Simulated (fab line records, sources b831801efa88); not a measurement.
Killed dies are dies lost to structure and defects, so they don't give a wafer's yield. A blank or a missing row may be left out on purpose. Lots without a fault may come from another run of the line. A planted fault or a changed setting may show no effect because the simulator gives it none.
Which tool did it? | flow sky130 | 12 lots, 35 wafers sampled, at 6 steps of a route of 708

WHAT THE GAUGES READ, wafer by wafer
SKY_LDD_LDN_OVL_MEAS_07. Usual: LDD_LDN_OVL 0.7 nm, standard deviation 1.5.
lot  | measured     | on         | LDD_LDN_OVL (nm) | flag
L487 | day 22 23:25 | overlay-01 | 3.2 1.5 0.6      |
L488 | day 23 17:46 | overlay-01 | 0.9 -0.1 -0.1    |
L490 | day 24 07:16 | overlay-01 | 1.2 1.2 0.8      |
L495 | day 26 04:20 | overlay-02 | 0.8 -0.5         |
L499 | day 27 12:13 | overlay-01 | 1.2 0.6 0.7      |
L502 | day 28 09:25 | overlay-02 | 2.5 0.5 -0.5     |
L503 | day 28 23:29 | overlay-02 | -0.7 0.2 0.9     |
L504 | day 29 05:51 | overlay-01 | 2.5 3.0 2.6      |
L505 | day 29 15:19 | overlay-01 | -1.9 -0.8 -0.6   |
L506 | day 29 21:27 | overlay-01 | 2.5 3.0 2.5      |
L508 | day 30 16:43 | overlay-02 | -1.1 -0.3 0.6    |
L509 | day 31 01:18 | overlay-02 | -0.3 1.9 0.7     |

SKY_CONTACT_THK_MEAS_01. Usual: CONTACT_CVD_00_THK 74.8 nm, standard deviation 0.92.
lot  | measured     | on            | CONTACT_CVD_00_THK (nm) | flag
L487 | day 30 12:46 | film_metro-04 | 74.5 74.9 76.0          |
L488 | day 31 07:28 | film_metro-02 | 74.9 75.4 75.0          |
L490 | day 31 18:02 | film_metro-04 | 73.2 40.1 75.1          | OFF
L495 | day 33 09:56 | film_metro-01 | 73.0 40.0               | OFF
L499 | day 34 15:31 | film_metro-04 | 74.9 75.0 74.7          |
L502 | day 35 12:41 | film_metro-02 | 74.0 76.1 75.3          |
L503 | day 36 00:10 | film_metro-04 | 73.3 75.3 75.7          |
L504 | day 36 05:47 | film_metro-01 | 74.3 74.3 74.4          |
L505 | day 36 15:11 | film_metro-01 | 73.4 73.9 74.5          |
L506 | day 36 19:57 | film_metro-04 | 74.8 75.9 75.8          |
L508 | day 37 17:20 | film_metro-01 | 74.8 75.4 76.4          |
L509 | day 37 21:52 | film_metro-04 | 74.3 74.4 76.1          |

SKY_METAL1_CD_MEAS_15: target cd 140 nm. Usual: cd_nm 139.4 nm, standard deviation 1.3.
lot  | measured     | on        | cd_nm (nm)        | flag
L487 | day 32 22:27 | cd_sem-02 | 139.5 139.4 137.0 |
L488 | day 33 15:26 | cd_sem-02 | 138.0 139.9 137.6 |
L490 | day 34 01:37 | cd_sem-01 | 140.2 137.6 139.8 |
L495 | day 35 16:13 | cd_sem-02 | 140.6 141.5       |
L499 | day 36 22:04 | cd_sem-01 | 139.2 140.3 140.3 |
L502 | day 37 19:25 | cd_sem-02 | 139.2 138.6 139.2 |
L503 | day 38 06:31 | cd_sem-01 | 140.5 141.2 143.0 |
L504 | day 38 12:08 | cd_sem-02 | 140.3 140.2 140.1 |
L505 | day 38 20:37 | cd_sem-02 | 139.4 137.5 138.6 |
L506 | day 39 01:14 | cd_sem-01 | 138.5 139.5 139.4 |
L508 | day 39 21:50 | cd_sem-01 | 141.2 140.8 142.9 |
L509 | day 40 03:51 | cd_sem-01 | 138.3 137.2 137.9 |

WHICH TOOL RAN EACH LOT (tool, then ch and the chambers of the sampled wafers, then the start)
lot  | SKY_LDD_P_STRIP_10                   | SKY_CONTACT_CVD_00              | SKY_CONTACT_ETCH_18
L487 | plasma_asher-01 ch 1, day 19 02:32   | pecvd-04 ch 0,2, day 30 12:44   | rie_diel-03 ch 2,3, day 32 22:27 or earlier
L488 | plasma_asher-03 ch 0,1, day 19 21:16 | pecvd-04 ch 0,1,2, day 31 07:25 | rie_diel-03 ch 1,3, day 33 15:26 or earlier
L490 | plasma_asher-02 ch 0,1, day 20 12:01 | pecvd-04 ch 0,1,2, day 31 18:00 | rie_diel-03 ch 0,2,3, day 34 01:37 or earlier
L495 | plasma_asher-01 ch 1, day 22 11:44   | pecvd-04 ch 0,2, day 33 09:53   | rie_diel-01 ch 1,3, day 35 16:13 or earlier
L499 | plasma_asher-03 ch 0, day 23 20:31   | pecvd-03 ch 1,2, day 34 15:29   | rie_diel-01 ch 1,3, day 36 22:04 or earlier
L502 | plasma_asher-01 ch 1, day 24 18:41   | pecvd-03 ch 0,2, day 35 12:38   | rie_diel-01 ch 2,3, day 37 19:25 or earlier
L503 | plasma_asher-01 ch 0,1, day 25 08:46 | pecvd-03 ch 0,2, day 36 00:07   | rie_diel-03 ch 2,3, day 38 06:31 or earlier
L504 | plasma_asher-03 ch 0,1, day 25 15:03 | pecvd-01 ch 0,2, day 36 05:44   | rie_diel-03 ch 1,2,3, day 38 12:08 or earlier
L505 | plasma_asher-03 ch 0,1, day 26 02:07 | pecvd-04 ch 0,2, day 36 15:09   | rie_diel-01 ch 0,2,3, day 38 20:37 or earlier
L506 | plasma_asher-01 ch 1, day 26 07:49   | pecvd-03 ch 0,1, day 36 19:55   | rie_diel-03 ch 0,1,3, day 39 01:14 or earlier
L508 | plasma_asher-01 ch 0,1, day 27 03:20 | pecvd-04 ch 0,1, day 37 17:16   | rie_diel-01 ch 1,2, day 39 21:50 or earlier
L509 | plasma_asher-02 ch 1, day 27 13:08   | pecvd-01 ch 0,1,2, day 37 21:49 | rie_diel-01 ch 1,3, day 40 03:51 or earlier
- SKY_LDD_P_STRIP_10: strips in O2/N2.
- SKY_CONTACT_CVD_00: deposits Si3N4, target thk 75 nm.
- SKY_CONTACT_ETCH_18: etches Si3N4 in CHF3/O2, stops on TiN, time 39 s, target depth 75 nm.

WHAT THE TOOLS THEMSELVES READ (means of the sampled wafers that have a number; where no wafer has one, the mark that the record gives instead)
SKY_LDD_P_STRIP_10. Usual: drypump_motor_current_A 5.6 A, standard deviation 0.49; oes_product_au 0.716 a.u., standard deviation 0.0043; strip_time_to_endpoint_s 14.16 s, standard deviation 0.042.
lot  | tool            | drypump_motor_current_A (A) | oes_product_au (a.u.) | strip_time_to_endpoint_s (s) | flag
L487 | plasma_asher-01 | 6.1                         | 0.717                 | 14.15                        |
L488 | plasma_asher-03 | 5.6                         | 0.718                 | 14.14                        |
L490 | plasma_asher-02 | 5.2                         | 0.714                 | 14.19                        |
L495 | plasma_asher-01 | 6.0                         | 0.712                 | 14.12                        |
L499 | plasma_asher-03 | 6.1                         | 0.713                 | 14.22                        |
L502 | plasma_asher-01 | 6.1                         | 0.718                 | 14.16                        |
L503 | plasma_asher-01 | 5.8                         | 0.713                 | 14.12                        |
L504 | plasma_asher-03 | 5.6                         | 0.718                 | 14.24                        |
L505 | plasma_asher-03 | 5.6                         | 0.716                 | 14.13                        |
L506 | plasma_asher-01 | 6.0                         | 0.719                 | 14.11                        |
L508 | plasma_asher-01 | 5.5                         | 0.717                 | 14.10                        |
L509 | plasma_asher-02 | 4.8                         | 0.717                 | 14.15                        |

SKY_CONTACT_CVD_00. Usual: heater_power_w 696 W, standard deviation 90.
lot  | tool     | heater_power_w (W) | flag
L487 | pecvd-04 | 637                |
L488 | pecvd-04 | 742                |
L490 | pecvd-04 | 765                |
L495 | pecvd-04 | 678                |
L499 | pecvd-03 | 819                |
L502 | pecvd-03 | 743                |
L503 | pecvd-03 | 609                |
L504 | pecvd-01 | 578                |
L505 | pecvd-04 | 713                |
L506 | pecvd-03 | 625                |
L508 | pecvd-04 | 772                |
L509 | pecvd-01 | 660                |

SKY_CONTACT_ETCH_18. Usual: drypump_motor_current_A 5.7 A, standard deviation 0.47; oes_product_au 0.854 a.u., standard deviation 0.007; throttle_valve_pct 8.792 %, standard deviation 0.0087.
lot  | tool        | drypump_motor_current_A (A) | oes_product_au (a.u.) | throttle_valve_pct (%) | flag
L487 | rie_diel-03 | 5.8                         | 0.855                 | 8.797                  |
L488 | rie_diel-03 | 5.5                         | 0.852                 | 8.787                  |
L490 | rie_diel-03 | 5.7                         | 0.777                 | 8.773                  | OFF
L495 | rie_diel-01 | 5.5                         | 0.738                 | 8.764                  | OFF
L499 | rie_diel-01 | 5.7                         | 0.854                 | 8.795                  |
L502 | rie_diel-01 | 5.8                         | 0.857                 | 8.784                  |
L503 | rie_diel-03 | 5.9                         | 0.854                 | 8.790                  |
L504 | rie_diel-03 | 5.5                         | 0.851                 | 8.793                  |
L505 | rie_diel-01 | 6.0                         | 0.850                 | 8.787                  |
L506 | rie_diel-03 | 5.3                         | 0.860                 | 8.784                  |
L508 | rie_diel-01 | 5.6                         | 0.857                 | 8.799                  |
L509 | rie_diel-01 | 5.5                         | 0.849                 | 8.796                  |

THE ANSWER, worked out from the rows above alone
Rule: a lot is off if the mean of its wafers that have a number lies more than 3 standard deviations from the usual mean. A lot without any number at a reading at which 4 lots or more have one is off too. The other lots that the step has rows for count as sound. The gauges are gone through in route order, then the tools' own readings, and for those a lot's mean is taken as printed above. The first step at which some lot is off is used, and at that step the reading that is off furthest; a lot without a number counts as furthest.
Off: L490, L495, at SKY_CONTACT_THK_MEAS_01 (CONTACT_CVD_00_THK).
A tool fits if, at a process step before that reading, it ran every lot that is off, and no sound lot after the first of them. The gauges at SKY_CONTACT_THK_MEAS_01 aren't tried: what is off there is off at SKY_CONTACT_ETCH_18 too, on other tools, and a gauge's error can't cause that. None of those tried fits.

WHAT THE SIMULATOR HAD PUT IN
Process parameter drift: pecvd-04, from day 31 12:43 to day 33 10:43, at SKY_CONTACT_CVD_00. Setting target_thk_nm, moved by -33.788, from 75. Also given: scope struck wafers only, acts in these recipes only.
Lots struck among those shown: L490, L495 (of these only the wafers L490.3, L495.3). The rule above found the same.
